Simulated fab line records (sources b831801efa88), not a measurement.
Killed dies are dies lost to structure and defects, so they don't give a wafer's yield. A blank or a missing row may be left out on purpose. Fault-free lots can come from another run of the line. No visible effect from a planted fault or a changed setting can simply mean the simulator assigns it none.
fab line records ; flow gf180mcu
record lots=6; wafers=18; lastDay=34
route steps=602 shown POLY_GATE@173 HV_LDD@176
lots that met no fault: from a run of the same line without faults
startH: hours from the record's first day to the start of the lot's first wafer shown ; waitH: hours since the lot's step before ; " unchanged from the row above ; L1.1+2: a row that stands for several wafers ; - either no value or no given start ; * or withheld: withheld ; < > ~ a bound
route shown NAME@n: a module of which the file shows steps, and the number in the route of the first ; usual: mean and standard deviation over wafers with no fault ; same: alike in all rows ; chamber/n: place in a boat ; sites: per-site readings ; _std_site: the standard deviation of these ; _edge_site: the outer-site mean with the inner-site mean subtracted ; radiusMm: how far each site lies from the wafer's centre ; mask NAME#n: copy n ; behind: the most recent tool/chamber to have shaped the wafer ; hold: the reason the lot was held/the length of the hold in hours/how it ended ; device: transistor that didn't switch, given as n, p or np ; end of line: at the end of the route, the tests of the same wafers ; a step with no rows: only its recipe ; killed: the dies lost at the first sort to structure and to defects; this is not the yield of the wafer ; map: a wafer's dies, marking killed ones x, the rest . and places with no die _
set.NAME: the run value of the setting; set.NAME@STEP: its run value at that earlier step ; model.NAME: the simulator's own value behind a step, which no gauge read
certain route steps with their lots: each step a table, each wafer a row
services: a tool's chamber out of use, with start hour (startH, from the record's first day; less than 0 if before it), hours out, and reason
## steps
# step GF_POLY_GATE_OXIDATION_16
# recipe tempC=850; ambient=O2; stabiliseS=600; purgeS=300; targetThkA=40; oxTimeS=899
# step GF_POLY_GATE_THK_MEAS_17
# recipe reads=SiO2_of_POLY_GATE_OXIDATION_16
# usual POLY_GATE_OXIDATION_THK=4.01/0.073
lot.wafer;tool;chamber;startH;waitH;POLY_GATE_OXIDATION_THK[nm]
L687.2;filmMetro-02;-;257.68;0.0;3.96
L687.4;filmMetro-02;-;257.68;0.0;4.03
L687.5;filmMetro-02;-;257.68;0.0;4.00
L689.2;filmMetro-02;-;269.91;0.0;3.94
L689.4;filmMetro-02;-;269.91;0.0;3.92
L689.6;filmMetro-02;-;269.91;0.0;4.01
L693.2;filmMetro-04;-;296.81;0.0;4.07
L693.3;filmMetro-04;-;296.81;0.0;3.96
L693.4;filmMetro-04;-;296.81;0.0;3.94
L694.1;filmMetro-03;-;303.70;0.0;4.01
L694.2;filmMetro-03;-;303.70;0.0;4.07
L694.4;filmMetro-03;-;303.70;0.0;4.05
L700.1;filmMetro-02;-;345.37;0.0;4.16
L700.5;filmMetro-02;-;345.37;0.0;4.13
L700.6;filmMetro-02;-;345.37;0.0;4.18
L701.1;filmMetro-03;-;350.40;0.0;4.08
L701.4;filmMetro-03;-;350.40;0.0;4.05
L701.5;filmMetro-03;-;350.40;0.0;4.04
# step GF_POLY_GATE_CD_MEAS_18
# usual cdNm=280.2/1.8
lot.wafer;tool;chamber;startH;waitH;cdNm
L687.2;cdSem-01;-;257.76;0.1;280.1
L687.4;cdSem-01;-;257.76;0.1;278.8
L687.5;cdSem-01;-;257.76;0.1;280.6
L689.2;cdSem-02;-;269.99;0.1;284.4
L689.4;cdSem-02;-;269.99;0.1;283.9
L689.6;cdSem-02;-;269.99;0.1;282.9
L693.2;cdSem-02;-;296.89;0.1;277.7
L693.3;cdSem-02;-;296.89;0.1;277.8
L693.4;cdSem-02;-;296.89;0.1;276.0
L694.1;cdSem-01;-;303.76;0.1;279.1
L694.2;cdSem-01;-;303.76;0.1;277.4
L694.4;cdSem-01;-;303.76;0.1;280.0
L700.1;cdSem-01;-;345.43;0.1;281.0
L700.5;cdSem-01;-;345.43;0.1;279.4
L700.6;cdSem-01;-;345.43;0.1;276.8
L701.1;cdSem-01;-;350.51;0.1;282.3
L701.4;cdSem-01;-;350.51;0.1;281.9
L701.5;cdSem-01;-;350.51;0.1;281.7
# step GF_HV_LDD_DEHYDRATE_00
# recipe tempC=200; timeS=60
# step GF_HV_LDD_HMDS_01
# recipe primeTimeS=60; primeTempC=120
# step GF_HV_LDD_COAT_02
# recipe resist=NOVOLAK; spinRpm=3000; resistThkNm=1000
# step GF_HV_LDD_SOFTBAKE_03
# recipe tempC=90; timeS=60; resist=NOVOLAK
# step GF_HV_LDD_EXPOSE_04
# recipe maskId=Nplus_LV_AREA; targetCdNm=400; na=0.6; sourceShape=conventional; sigmaOuter=0.6; doseMj=140
# step GF_HV_LDD_PEB_05
# recipe tempC=withheld; timeS=*; resist=NOVOLAK
# step GF_HV_LDD_DEVELOP_06
# recipe developTimeS=60; devTempC=23
# step GF_HV_LDD_CD_MEAS_07
# recipe targetCdNm=400
# usual cdNm=399.5/2.2
lot.wafer;tool;chamber;startH;waitH;cdNm
L687.2;cdSem-02;-;276.61;0.1;400.8
L687.4;cdSem-02;-;276.61;0.1;400.3
L687.5;cdSem-02;-;276.61;0.1;402.0
L689.2;cdSem-02;-;289.16;0.1;400.5
L689.4;cdSem-02;-;289.16;0.1;400.9
L689.6;cdSem-02;-;289.16;0.1;400.8
L693.2;cdSem-02;-;316.06;0.1;395.4
L693.3;cdSem-02;-;316.06;0.1;396.5
L693.4;cdSem-02;-;316.06;0.1;397.2
L694.1;cdSem-02;-;324.14;0.1;399.7
L694.2;cdSem-02;-;324.14;0.1;399.3
L694.4;cdSem-02;-;324.14;0.1;396.8
L700.1;cdSem-02;-;366.94;0.1;399.7
L700.5;cdSem-02;-;366.94;0.1;402.1
L700.6;cdSem-02;-;366.94;0.1;401.4
L701.1;cdSem-02;-;372.43;0.1;399.7
L701.4;cdSem-02;-;372.43;0.1;399.9
L701.5;cdSem-02;-;372.43;0.1;396.1
# step GF_HV_LDD_OVL_MEAS_08
# usual HV_LDD_OVL=-1.8/1.3
lot.wafer;tool;chamber;startH;waitH;HV_LDD_OVL[nm]
L687.2;overlay-02;-;276.72;0.1;-3.4
L687.4;overlay-02;-;276.72;0.1;-2.4
L687.5;overlay-02;-;276.72;0.1;-2.9
L689.2;overlay-02;-;289.27;0.1;-2.7
L689.4;overlay-02;-;289.27;0.1;-1.9
L689.6;overlay-02;-;289.27;0.1;-3.0
L693.2;overlay-02;-;316.16;0.1;-2.3
L693.3;overlay-02;-;316.16;0.1;-2.6
L693.4;overlay-02;-;316.16;0.1;-3.7
L694.1;overlay-01;-;324.26;0.1;0.6
L694.2;overlay-01;-;324.26;0.1;0.2
L694.4;overlay-01;-;324.26;0.1;-1.1
L700.1;overlay-02;-;367.06;0.1;-2.4
L700.5;overlay-02;-;367.06;0.1;-2.1
L700.6;overlay-02;-;367.06;0.1;-0.8
L701.1;overlay-02;-;372.55;0.1;-1.4
L701.4;overlay-02;-;372.55;0.1;-1.9
L701.5;overlay-02;-;372.55;0.1;-0.1
# step GF_HV_LDD_IMPLANT_09
# recipe species=As; energyKev=40; doseCm2=9.729e+13; tiltDeg=7
# usual beamEnergyKeV=39.999/0.012; beamOnS=9.99/0.19
lot.wafer;tool;chamber;startH;waitH;beamEnergyKeV;beamOnS
L687.2;implanter-04;0;276.77;0.0;39.995;9.93
L687.4;implanter-04;0;276.77;0.0;40.003;9.83
L687.5;implanter-04;0;276.77;0.0;40.004;9.78
L689.2;implanter-02;0;289.32;0.0;39.994;9.72
L689.4;implanter-02;0;289.32;0.0;39.978;10.00
L689.6;implanter-02;0;289.32;0.0;40.012;9.78
L693.2;implanter-02;-;316.22;0.0;-;-
L693.3;implanter-02;-;316.22;0.0;-;-
L693.4;implanter-02;-;316.22;0.0;-;-
L694.1;implanter-02;-;324.29;0.0;-;-
L694.2;implanter-02;-;324.29;0.0;-;-
L694.4;implanter-02;-;324.29;0.0;-;-
L700.1;implanter-04;0;367.10;0.0;40.022;9.91
L700.5;implanter-04;0;367.10;0.0;40.017;9.82
L700.6;implanter-04;0;367.10;0.0;40.011;9.92
L701.1;implanter-02;0;372.59;0.0;40.018;10.18
L701.4;implanter-02;0;372.59;0.0;39.991;9.84
L701.5;implanter-02;0;372.59;0.0;40.002;10.35
# step GF_HV_LDD_STRIP_10
# recipe chemistry=O2/N2; powerW=1400; pressureMtorr=1500; platenTempC=250; o2FlowSccm=3000; n2FlowSccm=300; overashFraction=0.5
# usual drypumpMotorCurrentA=5.57/0.29; heaterPowerW=323/32; oesProductAu=0.716/0.0044; stripTimeToEndpointS=12.63/0.041
lot.wafer;tool;chamber;startH;waitH;drypumpMotorCurrentA;heaterPowerW;oesProductAu;rfHoursCounterH;stripTimeToEndpointS
L687.2;plasmaAsher-04;1;276.90;0.1;6.26;311;0.714;48;12.66
L687.4;plasmaAsher-04;0;276.90;0.1;5.47;403;0.717;-;12.65
L687.5;plasmaAsher-04;1;276.90;0.1;6.21;308;0.711;-;12.64
L689.2;plasmaAsher-01;0;289.45;0.1;5.40;323;0.722;19;12.63
L689.4;plasmaAsher-01;0;289.45;0.1;5.42;313;0.715;-;12.66
L689.6;plasmaAsher-01;0;289.45;0.1;5.41;309;0.721;-;12.71
L693.2;plasmaAsher-04;0;316.34;0.1;5.46;402;0.712;52;12.65
L693.3;plasmaAsher-04;0;316.34;0.1;5.47;406;0.713;-;12.64
L693.4;plasmaAsher-04;1;316.34;0.1;6.24;305;0.711;-;12.60
L694.1;plasmaAsher-01;0;324.44;0.1;5.37;322;0.718;22;12.59
L694.2;plasmaAsher-01;1;324.44;0.1;5.75;296;0.716;22;12.62
L694.4;plasmaAsher-01;1;324.44;0.1;5.75;299;0.714;-;12.61
L700.1;plasmaAsher-02;1;367.25;0.1;5.30;338;0.716;73;12.64
L700.5;plasmaAsher-02;0;367.25;0.1;5.54;299;0.712;-;12.66
L700.6;plasmaAsher-02;1;367.25;0.1;5.30;333;0.719;-;12.63
L701.1;plasmaAsher-04;0;372.74;0.1;5.45;402;0.717;59;12.71
L701.4;plasmaAsher-04;1;372.74;0.1;6.26;309;0.710;-;12.69
L701.5;plasmaAsher-04;1;372.74;0.1;6.27;307;0.717;-;12.70
# step GF_HV_LDD_TW_MEAS_11
# usual HV_LDD_TW=2412/18
lot.wafer;tool;chamber;startH;waitH;HV_LDD_TW
L687.2;filmMetro-01;-;277.01;0.1;2426
L687.4;filmMetro-01;-;277.01;0.1;2438
L687.5;filmMetro-01;-;277.01;0.1;2436
L689.2;filmMetro-01;-;289.56;0.1;2407
L689.4;filmMetro-01;-;289.56;0.1;2421
L689.6;filmMetro-01;-;289.56;0.1;2417
L693.2;filmMetro-03;-;316.45;0.1;30
L693.3;filmMetro-03;-;316.45;0.1;30
L693.4;filmMetro-03;-;316.45;0.1;30
L694.1;filmMetro-03;-;324.54;0.1;30
L694.2;filmMetro-03;-;324.54;0.1;30
L694.4;filmMetro-03;-;324.54;0.1;30
L700.1;filmMetro-01;-;367.35;0.1;2429
L700.5;filmMetro-01;-;367.35;0.1;2415
L700.6;filmMetro-01;-;367.35;0.1;2429
L701.1;filmMetro-02;-;372.84;0.1;2407
L701.4;filmMetro-02;-;372.84;0.1;2414
L701.5;filmMetro-02;-;372.84;0.1;2401
# step GF_HV_LDD_DEHYDRATE_12
# recipe tempC=200; timeS=60
# step GF_HV_LDD_HMDS_13
# recipe primeTimeS=60; primeTempC=120
# step GF_HV_LDD_COAT_14
# recipe resist=NOVOLAK; spinRpm=3000; resistThkNm=1000
# step GF_HV_LDD_SOFTBAKE_15
# recipe tempC=90; timeS=60; resist=NOVOLAK
# step GF_HV_LDD_EXPOSE_16
# recipe maskId=Pplus_LV_AREA; targetCdNm=400; na=0.6; sourceShape=conventional; sigmaOuter=0.6; doseMj=140
# step GF_HV_LDD_PEB_17
# recipe tempC=withheld; timeS=*; resist=NOVOLAK
# step GF_HV_LDD_DEVELOP_18
# recipe developTimeS=60; devTempC=23
# step GF_HV_LDD_CD_MEAS_19
# recipe targetCdNm=400
# usual cdNm=400.1/2.1
lot.wafer;tool;chamber;startH;waitH;cdNm
L687.2;cdSem-02;-;295.91;0.1;401.0
L687.4;cdSem-02;-;295.91;0.1;400.0
L687.5;cdSem-02;-;295.91;0.1;401.2
L689.2;cdSem-01;-;308.11;0.1;399.3
L689.4;cdSem-01;-;308.11;0.1;398.2
L689.6;cdSem-01;-;308.11;0.1;398.8
L693.2;cdSem-02;-;336.46;0.1;401.5
L693.3;cdSem-02;-;336.46;0.1;401.1
L693.4;cdSem-02;-;336.46;0.1;402.0
L694.1;cdSem-01;-;344.76;0.1;398.9
L694.2;cdSem-01;-;344.76;0.1;400.0
L694.4;cdSem-01;-;344.76;0.1;398.5
L700.1;cdSem-01;-;389.33;0.1;405.8
L700.5;cdSem-01;-;389.33;0.1;403.7
L700.6;cdSem-01;-;389.33;0.1;403.9
L701.1;cdSem-02;-;395.89;0.1;402.4
L701.4;cdSem-02;-;395.89;0.1;402.2
L701.5;cdSem-02;-;395.89;0.1;402.2
# step GF_HV_LDD_OVL_MEAS_20
# usual HV_LDD_01_OVL=0.9/1.3
lot.wafer;tool;chamber;startH;waitH;HV_LDD_01_OVL[nm]
L687.2;overlay-02;-;296.02;0.1;0.7
L687.4;overlay-02;-;296.02;0.1;2.2
L687.5;overlay-02;-;296.02;0.1;-0.6
L689.2;overlay-01;-;308.22;0.1;1.1
L689.4;overlay-01;-;308.22;0.1;3.1
L689.6;overlay-01;-;308.22;0.1;2.4
L693.2;overlay-01;-;336.57;0.1;1.9
L693.3;overlay-01;-;336.57;0.1;1.8
L693.4;overlay-01;-;336.57;0.1;1.1
L694.1;overlay-02;-;344.88;0.1;1.0
L694.2;overlay-02;-;344.88;0.1;0.6
L694.4;overlay-02;-;344.88;0.1;1.0
L700.1;overlay-02;-;389.45;0.1;1.4
L700.5;overlay-02;-;389.45;0.1;1.6
L700.6;overlay-02;-;389.45;0.1;0.2
L701.1;overlay-01;-;396.01;0.1;1.7
L701.4;overlay-01;-;396.01;0.1;0.4
L701.5;overlay-01;-;396.01;0.1;0.5
# step GF_HV_LDD_IMPLANT_21
# recipe species=BF2; energyKev=25; doseCm2=5e+13; tiltDeg=7
# step GF_HV_LDD_STRIP_22
# recipe chemistry=O2/N2; powerW=1400; pressureMtorr=1500; platenTempC=250; o2FlowSccm=3000; n2FlowSccm=300; overashFraction=0.5
# usual drypumpMotorCurrentA=5.6/0.31; heaterPowerW=326/36; oesProductAu=0.715/0.0052; stripTimeToEndpointS=12.62/0.036
lot.wafer;tool;chamber;startH;waitH;drypumpMotorCurrentA;heaterPowerW;oesProductAu;rfHoursCounterH;stripTimeToEndpointS
L687.2;plasmaAsher-02;0;296.20;0.1;5.5;300;0.719;65;12.63
L687.4;plasmaAsher-02;1;296.20;0.1;5.3;328;0.703;-;12.63
L687.5;plasmaAsher-02;1;296.20;0.1;5.3;336;0.723;-;12.64
L689.2;plasmaAsher-04;1;308.40;0.1;6.2;308;0.708;51;12.53
L689.4;plasmaAsher-04;1;308.40;0.1;6.3;305;0.721;-;12.55
L689.6;plasmaAsher-04;1;308.40;0.1;6.2;305;0.719;-;12.51
L693.2;plasmaAsher-01;1;336.75;0.1;5.7;311;0.713;24;12.68
L693.3;plasmaAsher-01;0;336.75;0.1;5.4;316;0.711;-;12.65
L693.4;plasmaAsher-01;1;336.75;0.1;5.7;306;0.717;-;12.65
L694.1;plasmaAsher-04;1;345.06;0.1;6.3;311;0.714;55;12.56
L694.2;plasmaAsher-04;0;345.06;0.1;5.4;399;0.713;55;12.60
L694.4;plasmaAsher-04;0;345.06;0.1;5.5;402;0.719;-;12.60
L700.1;plasmaAsher-01;0;389.64;0.1;5.4;314;0.721;30;12.62
L700.5;plasmaAsher-01;1;389.64;0.1;5.7;301;0.713;-;12.62
L700.6;plasmaAsher-01;0;389.64;0.1;5.4;312;0.709;-;12.60
L701.1;plasmaAsher-02;0;396.19;0.1;5.6;290;0.719;76;12.54
L701.4;plasmaAsher-02;1;396.19;0.1;5.3;342;0.715;-;12.57
L701.5;plasmaAsher-02;0;396.19;0.1;5.5;295;0.718;-;12.58
# step GF_HV_LDD_TW_MEAS_23
# usual HV_LDD_2_TW=1058/9.6
lot.wafer;tool;chamber;startH;waitH;HV_LDD_2_TW
L687.2;filmMetro-03;-;296.31;0.1;1042
L687.4;filmMetro-03;-;296.31;0.1;1048
L687.5;filmMetro-03;-;296.31;0.1;1048
L689.2;filmMetro-02;-;308.51;0.1;1072
L689.4;filmMetro-02;-;308.51;0.1;1069
L689.6;filmMetro-02;-;308.51;0.1;1069
L693.2;filmMetro-01;-;336.86;0.1;1061
L693.3;filmMetro-01;-;336.86;0.1;1060
L693.4;filmMetro-01;-;336.86;0.1;1063
L694.1;filmMetro-03;-;345.16;0.1;1046
L694.2;filmMetro-03;-;345.16;0.1;1045
L694.4;filmMetro-03;-;345.16;0.1;1046
L700.1;filmMetro-03;-;389.74;0.1;1050
L700.5;filmMetro-03;-;389.74;0.1;1044
L700.6;filmMetro-03;-;389.74;0.1;1039
L701.1;filmMetro-03;-;396.29;0.1;1050
L701.4;filmMetro-03;-;396.29;0.1;1054
L701.5;filmMetro-03;-;396.29;0.1;1048
# step GF_HV_LDD_DEHYDRATE_24
# recipe tempC=200; timeS=60
# step GF_HV_LDD_HMDS_25
# recipe primeTimeS=60; primeTempC=120
# step GF_HV_LDD_COAT_26
# recipe resist=NOVOLAK; spinRpm=3000; resistThkNm=1000
# step GF_HV_LDD_SOFTBAKE_27
# recipe tempC=90; timeS=60; resist=NOVOLAK
# step GF_HV_LDD_EXPOSE_28
# recipe maskId=Nplus_HV_AREA; targetCdNm=400; na=0.6; sourceShape=conventional; sigmaOuter=0.6; doseMj=141.1
# step GF_HV_LDD_PEB_29
# recipe tempC=withheld; timeS=*; resist=NOVOLAK
# step GF_HV_LDD_DEVELOP_30
# recipe developTimeS=60; devTempC=23
# step GF_HV_LDD_CD_MEAS_31
# recipe targetCdNm=400
# usual cdNm=403.2/1.9
lot.wafer;tool;chamber;startH;waitH;cdNm
L687.2;cdSem-01;-;315.11;0.1;400.5
L687.4;cdSem-01;-;315.11;0.1;399.2
L687.5;cdSem-01;-;315.11;0.1;401.0
L689.2;cdSem-01;-;328.91;0.1;404.4
L689.4;cdSem-01;-;328.91;0.1;405.3
L689.6;cdSem-01;-;328.91;0.1;405.4
L693.2;cdSem-02;-;357.16;0.1;402.5
L693.3;cdSem-02;-;357.16;0.1;402.9
L693.4;cdSem-02;-;357.16;0.1;403.5
L694.1;cdSem-01;-;366.34;0.1;402.4
L694.2;cdSem-01;-;366.34;0.1;401.6
L694.4;cdSem-01;-;366.34;0.1;402.9
L700.1;cdSem-02;-;412.89;0.1;403.5
L700.5;cdSem-02;-;412.89;0.1;402.2
L700.6;cdSem-02;-;412.89;0.1;400.8
L701.1;cdSem-01;-;420.13;0.1;404.8
L701.4;cdSem-01;-;420.13;0.1;403.1
L701.5;cdSem-01;-;420.13;0.1;400.9
# step GF_HV_LDD_OVL_MEAS_32
# usual HV_LDD_02_OVL=-0.5/1.2
lot.wafer;tool;chamber;startH;waitH;HV_LDD_02_OVL[nm]
L687.2;overlay-01;-;315.21;0.1;0.2
L687.4;overlay-01;-;315.21;0.1;0.5
L687.5;overlay-01;-;315.21;0.1;0.6
L689.2;overlay-01;-;329.01;0.1;-1.9
L689.4;overlay-01;-;329.01;0.1;-0.5
L689.6;overlay-01;-;329.01;0.1;-2.0
L693.2;overlay-01;-;357.26;0.1;-1.0
L693.3;overlay-01;-;357.26;0.1;0.1
L693.4;overlay-01;-;357.26;0.1;0.6
L694.1;overlay-02;-;366.46;0.1;1.0
L694.2;overlay-02;-;366.46;0.1;-0.2
L694.4;overlay-02;-;366.46;0.1;0.5
L700.1;overlay-02;-;413.01;0.1;-2.1
L700.5;overlay-02;-;413.01;0.1;0.2
L700.6;overlay-02;-;413.01;0.1;-0.5
L701.1;overlay-02;-;420.25;0.1;-3.1
L701.4;overlay-02;-;420.25;0.1;-1.9
L701.5;overlay-02;-;420.25;0.1;0.0
# step GF_HV_LDD_IMPLANT_33
# recipe species=P; energyKev=60; doseCm2=7.5e+12; tiltDeg=30; rotationDeg=0
# step GF_HV_LDD_IMPLANT_34
# recipe species=P; energyKev=60; doseCm2=7.5e+12; tiltDeg=30; rotationDeg=90
# step GF_HV_LDD_IMPLANT_35
# recipe species=P; energyKev=60; doseCm2=7.5e+12; tiltDeg=30; rotationDeg=180
# step GF_HV_LDD_IMPLANT_36
# recipe species=P; energyKev=60; doseCm2=7.5e+12; tiltDeg=30; rotationDeg=270
# step GF_HV_LDD_STRIP_37
# recipe chemistry=O2/N2; powerW=1400; pressureMtorr=1500; platenTempC=250; o2FlowSccm=3000; n2FlowSccm=300; overashFraction=0.5
# usual drypumpMotorCurrentA=5.58/0.27; heaterPowerW=321/30; oesProductAu=0.716/0.0045; stripTimeToEndpointS=12.63/0.038
lot.wafer;tool;chamber;startH;waitH;drypumpMotorCurrentA;heaterPowerW;oesProductAu;rfHoursCounterH;stripTimeToEndpointS
L687.2;plasmaAsher-01;1;315.84;0.1;5.73;298;0.706;21;12.63
L687.4;plasmaAsher-01;1;315.84;0.1;5.72;304;0.723;-;12.63
L687.5;plasmaAsher-01;1;315.84;0.1;5.76;297;0.718;-;12.63
L689.2;plasmaAsher-01;0;329.64;0.1;5.40;315;0.711;23;12.65
L689.4;plasmaAsher-01;1;329.64;0.1;5.71;305;0.718;-;12.62
L689.6;plasmaAsher-01;1;329.64;0.1;5.74;291;0.717;-;12.70
L693.2;plasmaAsher-02;1;357.89;0.1;5.30;335;0.718;72;12.56
L693.3;plasmaAsher-02;0;357.89;0.1;5.55;293;0.715;-;12.58
L693.4;plasmaAsher-02;1;357.89;0.1;5.30;325;0.717;-;12.58
L694.1;plasmaAsher-04;0;367.10;0.1;5.46;389;0.716;58;12.69
L694.2;plasmaAsher-04;1;367.10;0.1;6.23;305;0.722;58;12.69
L694.4;plasmaAsher-04;0;367.10;0.1;5.45;409;0.711;-;12.67
L700.1;plasmaAsher-04;1;413.65;0.1;6.27;305;0.715;63;12.67
L700.5;plasmaAsher-04;1;413.65;0.1;6.25;308;0.715;-;12.66
L700.6;plasmaAsher-04;0;413.65;0.1;5.43;405;0.718;-;12.63
L701.1;plasmaAsher-01;0;420.89;0.1;5.39;313;0.715;34;12.59
L701.4;plasmaAsher-01;0;420.89;0.1;5.39;315;0.716;-;12.61
L701.5;plasmaAsher-01;0;420.89;0.1;5.42;319;0.716;-;12.61
# step GF_HV_LDD_TW_MEAS_38
# usual HV_LDD_3_TW=1443/12
lot.wafer;tool;chamber;startH;waitH;HV_LDD_3_TW
L687.2;filmMetro-03;-;315.95;0.1;1432
L687.4;filmMetro-03;-;315.95;0.1;1431
L687.5;filmMetro-03;-;315.95;0.1;1428
L689.2;filmMetro-02;-;329.75;0.1;1448
L689.4;filmMetro-02;-;329.75;0.1;1448
L689.6;filmMetro-02;-;329.75;0.1;1443
L693.2;filmMetro-01;-;358.00;0.1;1447
L693.3;filmMetro-01;-;358.00;0.1;1444
L693.4;filmMetro-01;-;358.00;0.1;1449
L694.1;filmMetro-03;-;367.20;0.1;1420
L694.2;filmMetro-03;-;367.20;0.1;1433
L694.4;filmMetro-03;-;367.20;0.1;1428
L700.1;filmMetro-03;-;413.75;0.1;1429
L700.5;filmMetro-03;-;413.75;0.1;1426
L700.6;filmMetro-03;-;413.75;0.1;1437
L701.1;filmMetro-01;-;420.99;0.1;1446
L701.4;filmMetro-01;-;420.99;0.1;1446
L701.5;filmMetro-01;-;420.99;0.1;1452
# step GF_HV_LDD_RS_MEAS_53
# recipe thkMeasGauge=four-point-probe
# usual HV_LDD_RS=423.1/1
lot.wafer;tool;chamber;startH;waitH;HV_LDD_RS[ohm/sq]
L687.2;filmMetro-02;-;336.64;0.1;424.6
L687.4;filmMetro-02;-;336.64;0.1;425.0
L687.5;filmMetro-02;-;336.64;0.1;423.3
L689.2;filmMetro-01;-;351.94;0.1;424.5
L689.4;filmMetro-01;-;351.94;0.1;423.6
L689.6;filmMetro-01;-;351.94;0.1;424.5
L693.2;filmMetro-03;-;380.39;0.1;879.7
L693.3;filmMetro-03;-;380.39;0.1;879.3
L693.4;filmMetro-03;-;380.39;0.1;879.7
L694.1;filmMetro-02;-;389.47;0.1;882.5
L694.2;filmMetro-02;-;389.47;0.1;882.8
L694.4;filmMetro-02;-;389.47;0.1;882.6
L700.1;filmMetro-03;-;438.57;0.1;422.1
L700.5;filmMetro-03;-;438.57;0.1;421.5
L700.6;filmMetro-03;-;438.57;0.1;422.5
L701.1;filmMetro-02;-;446.52;0.1;424.3
L701.4;filmMetro-02;-;446.52;0.1;423.4
L701.5;filmMetro-02;-;446.52;0.1;424.5
## services
tool;chamber;startH;hours;kind
implanter-04;-;264.55;2.7;repair
plasmaAsher-02;-;313.65;1.9;repair
plasmaAsher-02;-;322.50;3.6;repair
implanter-04;-;349.83;2.7;repair
implanter-02;-;369.34;0.9;repair
implanter-04;-;384.69;1.7;repair
## key
firstSign step=GF_HV_LDD_IMPLANT_09; reading=toolRecord; direction=missing
effect step=GF_HV_LDD_TW_MEAS_11; reading=HV_LDD_TW; direction=down; sigmas=99+; usual=2412; struck=30
effect step=GF_HV_LDD_RS_MEAS_53; reading=HV_LDD_RS; direction=up; sigmas=99+; usual=423.1; struck=881.1
metAt GF_HV_LDD_IMPLANT_09
struckWafers L693.2,L693.3,L693.4,L694.1,L694.2,L694.4
laterRowsLeftOut L693.2,L693.3,L693.4,L694.1,L694.2,L694.4
sortLeftOut L693.2,L693.3,L693.4,L694.1,L694.2,L694.4
testerLeftOut L693,L694
onsetBetween 289.32 316.22
fault kind=skippedStepWhole; tool=implanter-02; chamber=-; onsetH=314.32; steps=GF_HV_LDD_IMPLANT_09; scope=struckLotsOnly
# testerLeftOut: of these lots the tester's yield and bins aren't shown, on N5 and GAA mostly nor the transistor test; their killed dies are dies lost to structure and defects alone, not to doping, threshold or leakage, so they don't give the yield
# sortLeftOut: the simulated sort isn't trusted on such a fault, so these wafers' sort isn't shown, and their yield isn't known
# laterRowsLeftOut: the simulator's readings of these wafers behind a module that went badly wrong aren't trusted and aren't shown, but for the sort
